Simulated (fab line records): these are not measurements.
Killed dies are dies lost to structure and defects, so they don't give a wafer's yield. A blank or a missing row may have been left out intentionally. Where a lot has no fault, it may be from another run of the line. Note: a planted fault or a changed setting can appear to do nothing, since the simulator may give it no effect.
The same fault as seen by 2 desks + flow sfqLine + every desk sees just its own numbers, and what lay behind them comes last

== AT THE TOOL OWNER'S DESK: pvdSputter-06 ==
The tool's own readings at SFQ_TRILAYER_L0_DEP_SPUTTER_003 (material MoNx KI, target thk 40 nm, time 100 s): means of the sampled wafers that have a number, for each lot that ran on this tool. The brackets show how far a lot's mean lies from the usual mean; more than 4 standard deviations puts the lot out of limits, marked OUT.
Columns: A = throttleValvePct at SFQ_TRILAYER_L0_DEP_SPUTTER_003, usual 30.1 %
| lot  | first seen here | A    |
|------|-----------------|------|
| L351 | day 1 22:29     | 30.2 |
| L353 | day 2 08:29     | 29.8 |
| L364 | day 4 15:29     | 29.6 |
| L366 | day 5 01:29     | 29.0 |
This desk's verdict: no lot among the 4 shows anything out of limits.

== THE METROLOGY DESK ==
Means of the sampled wafers that have a number, per lot and without regard to the tool the lot ran on: this is what the gauges read. The brackets show how far a lot's mean lies from the usual mean; more than 4 standard deviations puts the lot out of limits, marked OUT.
Columns: A = L0_MONX_KI_RS at SFQ_L0_RS_MEAS_901, usual 43.5 ohm/sq; B = L0_MONX_KI_THK at SFQ_L0_THK_MEAS_902, usual 40.0 nm
| lot  | first seen here | A              | B              |
|------|-----------------|----------------|----------------|
| L349 | day 1 12:35     | 43.5           | 40.1           |
| L350 | day 1 17:35     | 43.0           | 40.3           |
| L351 | day 1 22:34     | 43.9           | 39.7           |
| L352 | day 2 03:36     | 43.3           | 40.1           |
| L353 | day 2 08:37     | 43.9           | 39.5           |
| L356 | day 2 23:35     | 43.7           | 39.7           |
| L357 | day 3 04:35     | 43.5           | 39.7           |
| L364 | day 4 15:34     | 55.0 (+29) OUT | 33.1 (-17) OUT |
| L365 | day 4 20:35     | 43.1           | 40.4           |
| L366 | day 5 01:34     | 51.5 (+20) OUT | 35.2 (-12) OUT |
| L367 | day 5 06:34     | 43.2           | 40.4           |
| L368 | day 5 11:35     | 43.6           | 40.0           |
| L370 | day 5 21:35     | 43.9           | 39.8           |
| L372 | day 6 07:35     | 44.0           | 39.4           |
This desk reports L364, L366 out of limits; the earliest was L364 at day 4 15:34 (L0_MONX_KI_RS at SFQ_L0_RS_MEAS_901). L349, L350, L351, L352, L353, L356, L357, L365, L367, L368, L370, L372: within limits.

== ALL TOGETHER ==
At day 4 15:34 the metrology desk could have sounded an alarm, on L364, L366.
Nothing out of limits was seen by the tool owner's desk.
The tool owner's desk has L364, L366 on record, within its limits.
Of the lots named, all ran SFQ_TRILAYER_L0_DEP_SPUTTER_003 on pvdSputter-06.

== WHAT WAS PUT IN BY THE SIMULATOR ==
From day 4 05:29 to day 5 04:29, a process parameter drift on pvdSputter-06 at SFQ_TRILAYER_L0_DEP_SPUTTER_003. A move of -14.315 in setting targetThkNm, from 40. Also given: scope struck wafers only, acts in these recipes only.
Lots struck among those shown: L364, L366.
Delay in hours, fault start to first out-of-limits reading, per desk: metrology desk 10.
